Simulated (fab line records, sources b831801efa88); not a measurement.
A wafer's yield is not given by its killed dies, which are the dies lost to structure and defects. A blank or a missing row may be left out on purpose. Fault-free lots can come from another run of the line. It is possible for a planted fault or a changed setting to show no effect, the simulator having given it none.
A struck lot beside a sound one :: flow sky130 :: 18 steps out of a route of 708
Sound: wafers L765.2, L765.3, L765.4. Struck: wafers L761.1, L761.3, L761.5. Last of all comes the cause.
Each step with rows lists, per side, the tool, then ch with its chambers, then its first start. Under that, the readings that differ: sound wafers :: struck wafers :: difference of the means :: sigmas: that difference in standard deviations of wafers without a fault.
alike: readings whose means differ by less than 2 such deviations, and words and numbers that are the same on both sides. not compared: withheld readings, readings that some wafer has no value for, bounds like >300 that may hide the same value, and numbers for which the record gives no deviation and whose values overlap.
The two part at a step that has a row with sigmas, a row that says differs or no value, or rows on one side only. Numbers that have no deviation but don't overlap get no sigmas and don't part them. A reading missing from all wafers of one side parts the sides only when that side holds two or more wafers.

first, 4 steps without rows for these wafers: SKY_VT_ADJUST_LVTN_SOFTBAKE_14 (time 60 s); SKY_VT_ADJUST_LVTN_EXPOSE_15 (exposes mask HVN STD DERIVED, target cd 600 nm); SKY_VT_ADJUST_LVTN_PEB_16; SKY_VT_ADJUST_LVTN_DEVELOP_17 (develop time 60 s).
SKY_VT_ADJUST_LVTN_OVL_MEAS_18:
  sound on overlay-01 at day 13 07:17; struck on overlay-01 at day 11 22:02
  alike: VT_ADJUST_LVTN_01_OVL
then, 1 step without rows for these wafers: SKY_VT_ADJUST_LVTN_IMPLANT_19.
SKY_VT_ADJUST_LVTN_STRIP_20: strips in O2/N2.
  sound on plasma-asher-04 ch 0,1, day 13 07:28; struck on plasma-asher-04 ch 0,1, day 11 22:22
  alike: drypump-motor-current-A, oes-product-au, strip-time-to-endpoint-s
  not compared: rf-hours-counter-h
SKY_VT_ADJUST_LVTN_TW_MEAS_21:
  sound on film-metro-01 at day 13 07:35; struck on film-metro-04 at day 11 22:28
  alike: VT_ADJUST_LVTN_2_TW
then, 4 steps without rows for these wafers: SKY_VT_ADJUST_NCORE_DEHYDRATE_00 (time 60 s); SKY_VT_ADJUST_NCORE_HMDS_01 (prime time 60 s); SKY_VT_ADJUST_NCORE_COAT_02 (resist thk 1140 nm); SKY_VT_ADJUST_NCORE_SOFTBAKE_03 (time 60 s).
SKY_VT_ADJUST_NCORE_EXPOSE_04: exposes mask LVTN COMPLEMENT THIN, target cd 380 nm.
  sound on iline-stepper-02 ch 0, day 13 21:08; struck on iline-stepper-01 ch 0, day 12 10:40
reading: model.VT_ADJUST_NCORE.overlay-x-nm (nm)
sound: -0.4183 -0.4183 -0.4183
struck: 132.3 132.3 132.3
difference: +132.7
sigmas: 
  alike: mask, reticle-temp-C
then, 2 steps without rows for these wafers: SKY_VT_ADJUST_NCORE_PEB_05; SKY_VT_ADJUST_NCORE_DEVELOP_06 (develop time 60 s).
SKY_VT_ADJUST_NCORE_CD_MEAS_07: target cd 380 nm.
  sound on cd-sem-02 at day 14 09:16; struck on cd-sem-02 at day 12 22:02
  alike: cd-nm
SKY_VT_ADJUST_NCORE_OVL_MEAS_08:
  sound on overlay-01 at day 14 09:23; struck on overlay-01 at day 12 22:22
reading: VT_ADJUST_NCORE_OVL (nm)
sound: 1.4 1.0 0.7
struck: 132.7 132.6 134.3
difference: +132.2
sigmas: +99 or more
  not compared: hold
SKY_PAD_OPEN_PROBE_99:
  the record holds rows for the sound wafers here (prober-01, day 50 05:46) but none for the struck ones

WHERE THEY PART
First at SKY_VT_ADJUST_NCORE_OVL_MEAS_08; last, within this record, at SKY_PAD_OPEN_PROBE_99.

WHY: whatever the simulator had introduced
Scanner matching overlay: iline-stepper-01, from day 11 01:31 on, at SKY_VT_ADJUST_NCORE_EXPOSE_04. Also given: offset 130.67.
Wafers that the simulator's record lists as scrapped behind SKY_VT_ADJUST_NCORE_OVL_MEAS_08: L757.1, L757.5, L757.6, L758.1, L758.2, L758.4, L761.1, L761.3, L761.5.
